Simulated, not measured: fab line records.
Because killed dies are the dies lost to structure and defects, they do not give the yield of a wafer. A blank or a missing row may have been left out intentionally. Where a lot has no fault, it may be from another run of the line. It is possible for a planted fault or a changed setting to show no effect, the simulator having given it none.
Which tool did it? -- flow sky130 -- Sampling: 12 lots, 36 wafers, 2 of 708 route steps

== WHAT THE GAUGES SHOWED, per wafer ==
SKY_LI_CONTACT_OVL_MEAS_13.
lot,measured,on,LI_CONTACT_OVL (nm)
L075,day 29 18:35,overlay-01,-11 -8 -8
L077,day 30 22:43,overlay-01,5 1 -4
L078,day 31 07:38,overlay-01,1 0 -6
L081,day 32 01:02,overlay-02,-9 -9 -7
L083,day 33 00:24,overlay-01,2 -2 1
L085,day 33 13:43,overlay-01,-4 -3 3
L087,day 33 22:09,overlay-02,-7 6 -7
L089,day 34 21:20,overlay-02,-10 -5 -3
L091,day 35 03:47,overlay-02,-7 1 -9
L094,day 35 21:02,overlay-02,-11 -10 -13
L095,day 36 10:57,overlay-01,1 0 1
L097,day 36 15:28,overlay-02,0 -6 -9

== WHAT TOOL EACH LOT RAN ON (gives the tool, then ch and the chambers of the sampled wafers, and finally the start) ==
lot,SKY_RES_XHIGH_STRIP_08
L075,"plasmaAsher-04 ch 0,1, day 27 06:23"
L077,"plasmaAsher-02 ch 0,1, day 28 11:45"
L078,"plasmaAsher-01 ch 0,1, day 28 20:54"
L081,"plasmaAsher-02 ch 0,1, day 29 14:34"
L083,"plasmaAsher-02 ch 0,1, day 30 14:24"
L085,"plasmaAsher-04 ch 1, day 31 03:12"
L087,"plasmaAsher-01 ch 0,1, day 31 13:26"
L089,"plasmaAsher-02 ch 0,1, day 32 12:32"
L091,"plasmaAsher-02 ch 0,1, day 32 20:02"
L094,"plasmaAsher-02 ch 0,1, day 33 12:48"
L095,"plasmaAsher-02 ch 0,1, day 34 04:33"
L097,"plasmaAsher-01 ch 0,1, day 34 08:51"
- SKY_RES_XHIGH_STRIP_08: strips in O2/N2.

== THE ANSWER, worked out from the rows above alone ==
Rule: the lots themselves supply what counts as usual. Put in order of their means at a reading, lots are off if they are a third of the lots or fewer, leave a main group of 4 or more, and stand apart from it by a gap of 3 or more times the standard deviation of the main group's means; of several such gaps the widest counts. A main group is skipped when, at the precision printed for the reading in the tables above, its means are all equal. Also off: a lot with no number at a reading for which 4 or more lots have one. All remaining lots with rows at the step are treated as sound.
No lot is off at any reading shown: from this, nothing can be told.

== WHAT HAD BEEN PUT IN BY THE SIMULATOR ==
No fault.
